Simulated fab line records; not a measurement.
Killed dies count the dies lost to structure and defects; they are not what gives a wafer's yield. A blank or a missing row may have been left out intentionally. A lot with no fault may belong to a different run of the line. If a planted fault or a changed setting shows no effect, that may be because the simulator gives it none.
Which of the tools did it? | flow sky130 | 14 lots with 42 wafers sampled at 4 steps, on a route of 708 steps

## WHAT EACH GAUGE READ, for each wafer
SKY_NWELL_OVL_MEAS_10.
lot  | measured     | on         | NWELL_00_OVL (nm)
L641 | day 4 12:04  | overlay-02 | -2.9 -0.9 0.2
L644 | day 5 08:39  | overlay-01 | -1.7 -0.2 -0.1
L645 | day 5 13:33  | overlay-02 | -0.2 -0.6 -0.2
L648 | day 6 05:15  | overlay-02 | 1.6 2.4 2.4
L649 | day 6 10:36  | overlay-02 | 0.1 0.6 2.0
L650 | day 6 19:13  | overlay-01 | -0.5 0.1 -1.9
L653 | day 7 09:59  | overlay-02 | 1.8 -1.3 0.0
L654 | day 7 16:23  | overlay-02 | 2.0 3.7 2.1
L655 | day 7 20:47  | overlay-01 | -0.4 0.7 0.8
L658 | day 8 18:13  | overlay-01 | -0.2 -2.3 -1.0
L659 | day 9 00:49  | overlay-02 | -0.6 -1.3 -2.1
L660 | day 9 04:40  | overlay-01 | -0.4 1.3 0.2
L661 | day 9 09:25  | overlay-02 | -1.1 0.7 1.6
L663 | day 10 17:17 | overlay-01 | -1.7 -0.1 -0.2

SKY_NWELL_TW_MEAS_15.
lot  | measured     | on           | NWELL_TW
L641 | day 4 12:40  | filmMetro-03 | 1842 1848 1842
L644 | day 5 09:15  | filmMetro-01 | 1834 1826 1829
L645 | day 5 14:08  | filmMetro-01 | 1830 1829 1827
L648 | day 6 05:50  | filmMetro-04 | 1825 1834 1825
L649 | day 6 11:11  | filmMetro-04 | 1828 1833 1834
L650 | day 6 19:48  | filmMetro-04 | 1828 1826 1830
L653 | day 7 10:34  | filmMetro-01 | 1831 1846 1841
L654 | day 7 16:59  | filmMetro-03 | 1854 1869 1854
L655 | day 7 21:23  | filmMetro-04 | 1819 1811 1827
L658 | day 8 18:49  | filmMetro-01 | 1842 1845 1851
L659 | day 9 01:25  | filmMetro-04 | 1833 1827 1813
L660 | day 9 05:16  | filmMetro-03 | 1859 1851 1857
L661 | day 9 10:00  | filmMetro-03 | 1851 1855 1861
L663 | day 10 17:52 | filmMetro-01 | 1835 1826 1834

## TOOL THAT RAN EACH LOT (tool first, then ch and the chambers of the sampled wafers, then the start)
lot  | SKY_FIELD_ISO_STRIP_16             | SKY_PWDE_IMPLANT_08
L641 | plasmaAsher-02 ch 0,1, day 2 04:06 | implanter-01 ch 0, day 3 18:47
L644 | plasmaAsher-04 ch 0,1, day 2 23:16 | implanter-03 ch 0, day 4 15:09
L645 | plasmaAsher-04 ch 0,1, day 3 02:11 | implanter-01 ch 0, day 4 19:57
L648 | plasmaAsher-02 ch 0,1, day 3 16:56 | implanter-03 ch 0, day 5 11:30
L649 | plasmaAsher-04 ch 0,1, day 3 23:20 | implanter-04 ch 0, day 5 16:39
L650 | plasmaAsher-01 ch 1, day 4 04:35   | implanter-04 ch 0, day 6 01:07
L653 | plasmaAsher-01 ch 0,1, day 4 18:29 | implanter-01 ch 0, day 6 15:27
L654 | plasmaAsher-04 ch 0,1, day 5 02:33 | implanter-03 ch 0, day 6 21:14
L655 | plasmaAsher-02 ch 0,1, day 5 06:36 | implanter-03 ch 0, day 7 00:26
L658 | plasmaAsher-01 ch 0,1, day 5 20:02 | implanter-04 ch 0, day 7 21:59
L659 | plasmaAsher-04 ch 0,1, day 6 02:02 | implanter-03 ch 0, day 8 03:30
L660 | plasmaAsher-02 ch 1, day 6 06:48   | implanter-03 ch 0, day 8 07:29
L661 | plasmaAsher-01 ch 0,1, day 6 14:19 | implanter-03 ch 0, day 8 11:52
L663 | plasmaAsher-02 ch 0,1, day 7 16:38 | implanter-01 ch 0, day 9 18:48
- SKY_FIELD_ISO_STRIP_16: strips in O2/N2.
- SKY_PWDE_IMPLANT_08

## WHAT THE TOOLS THEMSELVES READ (means of the sampled wafers that have a number; where no wafer has one, the mark that the record gives instead)
SKY_FIELD_ISO_STRIP_16.
lot  | tool           | drypumpMotorCurrentA (A) | oesProductAu (a.u.) | stripTimeToEndpointS (s)
L641 | plasmaAsher-02 | 6.2                      | 0.375               | 3.532
L644 | plasmaAsher-04 | 5.3                      | 0.378               | 3.514
L645 | plasmaAsher-04 | 5.4                      | 0.373               | 3.530
L648 | plasmaAsher-02 | 6.2                      | 0.380               | 3.533
L649 | plasmaAsher-04 | 5.4                      | 0.380               | 3.552
L650 | plasmaAsher-01 | 5.6                      | 0.375               | 3.503
L653 | plasmaAsher-01 | 5.8                      | 0.376               | 3.520
L654 | plasmaAsher-04 | 5.3                      | 0.379               | 3.491
L655 | plasmaAsher-02 | 6.2                      | 0.384               | 3.531
L658 | plasmaAsher-01 | 5.8                      | 0.380               | 3.557
L659 | plasmaAsher-04 | 5.3                      | 0.372               | 3.515
L660 | plasmaAsher-02 | 6.3                      | 0.375               | 3.546
L661 | plasmaAsher-01 | 5.8                      | 0.380               | 3.533
L663 | plasmaAsher-02 | 6.2                      | 0.379               | 3.535

SKY_PWDE_IMPLANT_08.
lot  | tool         | beamEnergyKeV
L641 | implanter-01 | 149.97
L644 | implanter-03 | 150.01
L645 | implanter-01 | 150.04
L648 | implanter-03 | 150.01
L649 | implanter-04 | 149.99
L650 | implanter-04 | 150.01
L653 | implanter-01 | 150.01
L654 | implanter-03 | 149.97
L655 | implanter-03 | 150.01
L658 | implanter-04 | 150.05
L659 | implanter-03 | 147.57
L660 | implanter-03 | 147.60
L661 | implanter-03 | 147.67
L663 | implanter-01 | 150.03

## THE ANSWER, worked out from the rows above alone
Rule: usual is defined by the lots themselves. The widest of any qualifying gaps counts: lots, ordered by their means at a reading, are off when they make up no more than a third of the lots, leave a main group of 4 or more, and stand apart from it by 3 or more times the standard deviation of that group's means. A main group whose means are all the same, to the digits that the tables above print for the reading, isn't used. A lot without any number at a reading at which 4 lots or more have one is off too. Any other lot the step has rows for is counted as sound. The gauges are gone through in route order, then the tools' own readings, and for those a lot's mean is taken as printed above. The first step at which some lot is off is used, and at that step the reading that is off furthest; a lot without a number counts as furthest.
Off: L659, L660, L661, at SKY_PWDE_IMPLANT_08 (beamEnergyKeV). The main group has a mean of 150.01 with a standard deviation of 0.024.
A tool fits if, at that step or a process step before it, it ran every lot that is off, and no sound lot after the first of them. One fits: implanter-03 at SKY_PWDE_IMPLANT_08. Its last sound lot is L655 (day 7 00:26), its first lot that is off L659 (day 8 03:30): a fault that began between those two fits.
On the lots that are off, the tool's own readings at SKY_PWDE_IMPLANT_08 differ by more than 5 times the standard deviation of the sound lots' means, which bears it out; beamEnergyKeV reads 147.61 there versus 150.01 on the sound lots.

## WHAT THE SIMULATOR HAD PUT IN
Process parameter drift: implanter-03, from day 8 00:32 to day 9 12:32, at SKY_PWDE_IMPLANT_08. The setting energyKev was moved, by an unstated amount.
Shown lots that were struck: L659, L660, L661. The rule above reached the same finding.
